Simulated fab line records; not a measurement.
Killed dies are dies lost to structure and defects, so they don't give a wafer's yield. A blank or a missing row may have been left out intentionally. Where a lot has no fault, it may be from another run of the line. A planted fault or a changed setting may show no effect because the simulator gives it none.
Lot-split experiment ; flow gf180mcu ; on a route of 602 steps: 5 lots, 23 wafers read

## THE SPLIT ITSELF
At GF_VT_IMPLANT_COAT_24 (resist thk 1000 nm), the setting spin_rpm was moved away from the recipe's 3000 rpm on 7 of the 23 wafers read, by +1.9% to +5.4%. The other wafers ran this setting at the recipe's value.

The split's own step is where the reading is taken.

## THE READING
NOVOLAK_of_VT_IMPLANT_COAT_24.thk_nm (the simulator's own value, which no gauge read), in nm, at GF_VT_IMPLANT_COAT_24 (resist thk 1000 nm). The file gives no usual value for it. Here, 16 wafers ran the recipe; their average is 997.9 nm with a standard deviation of 2.8 nm.

wafer;tool, chamber at the split;spin_rpm as run, rpm;against the recipe;NOVOLAK_of_VT_IMPLANT_COAT_24.thk_nm, nm;against lot-mates on the recipe
L074.1;litho_track-02, 0;3000;recipe;995.4;-
L074.2;litho_track-02, 0;3000;recipe;998.4;-
L074.3;litho_track-02, 0;3000;recipe;996.4;-
L074.4;litho_track-02, 0;3000;recipe;993.9;-
L074.5;litho_track-02, 0;3000;recipe;996.2;-
L077.1;litho_track-01, 0;3058;+1.9%;993.5;-8.5
L077.2;litho_track-01, 0;3000;recipe;1002;-
L077.6;litho_track-01, 0;3000;recipe;1002;-
L077.4;litho_track-01, 0;3058;+1.9%;987.9;-14.1
L077.5;litho_track-01, 0;3058;+1.9%;993.8;-8.2
L081.1;litho_track-02, 0;3129;+4.3%;973.2;-21.8
L081.2;litho_track-02, 0;3000;recipe;994.6;-
L081.3;litho_track-02, 0;3129;+4.3%;973.6;-21.4
L081.5;litho_track-02, 0;3000;recipe;995.1;-
L081.6;litho_track-02, 0;3000;recipe;995.4;-
L082.2;litho_track-03, 0;3000;recipe;1001;-
L082.3;litho_track-03, 0;3000;recipe;996.6;-
L082.5;litho_track-03, 0;3000;recipe;999.2;-
L084.1;litho_track-01, 0;3000;recipe;998.8;-
L084.2;litho_track-01, 0;3162;+5.4%;978.3;-22.0
L084.3;litho_track-01, 0;3162;+5.4%;976.2;-24.1
L084.4;litho_track-01, 0;3000;recipe;1000;-
L084.5;litho_track-01, 0;3000;recipe;1002;-

THE FIT
A straight line over all 23 wafers: NOVOLAK_of_VT_IMPLANT_COAT_24.thk_nm changes by -4.45 nm for each +1% of spin_rpm; r = -0.93; the points scatter about the line by 3.4 nm.
The same after taking each lot's own level away (the mean of its wafers on the recipe; 23 wafers): -4.6 nm for each +1%; r = -0.98; scatter 1.8 nm.
According to that fit, moving spin_rpm by its largest amount changes the reading by 25 nm.
The lots' own levels span 995.03 to 1002.00 nm, that is 2.5 times the standard deviation above.
So the lot-to-lot level changes the slope little: the two slopes agree.
Check: with one of the wafers moved furthest among these (+5.4%) left out of the fit, the line predicts -26.2 nm for it against its lot-mates. Against them it came out at -22 nm.

## ADDITIONAL SPLITS CARRIED BY THESE WAFERS
These wafers also went through other splits before the reading. Each is held against what the fit with the lots' levels taken away leaves over:
other split on the same wafers;wafers away from the commonest value;r with NOVOLAK_of_VT_IMPLANT_COAT_24.thk_nm (lot level and that fit taken away)
GF_STI_OXIDATION_01 temp_c;18;-0.33
GF_STI_PEB_10 peb_temp_c;12;+0.20
GF_DNWELL_COAT_02 spin_rpm;6;-0.12
GF_DNWELL_STRIP_08 platen_temp_c;5;+0.05
GF_NWELL_IMPLANT_09 energy_kev;9;-0.11
GF_MVPSD_COAT_02 spin_rpm;4;+0.01
GF_VT_IMPLANT_IMPLANT_08 dose_cm2;4;+0.38

## THE WHOLE CHAIN: every reading that the file lists as answering this split, in the file's order
step;what it does;reading;change (the file's fit);r (the file's)
GF_VT_IMPLANT_COAT_24;resist thk 1000 nm;NOVOLAK_of_VT_IMPLANT_COAT_24.thk_nm (the simulator's own value, which no gauge read);-4.61 nm for each +1% of the setting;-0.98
GF_VT_IMPLANT_STRIP_31;strips in O2/N2;strip_time_to_endpoint_s;withheld for each +1% of the setting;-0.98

## FILE'S OWN FIT
NOVOLAK_of_VT_IMPLANT_COAT_24.thk_nm changes by -4.61 nm for each +1% of spin_rpm, r = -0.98.
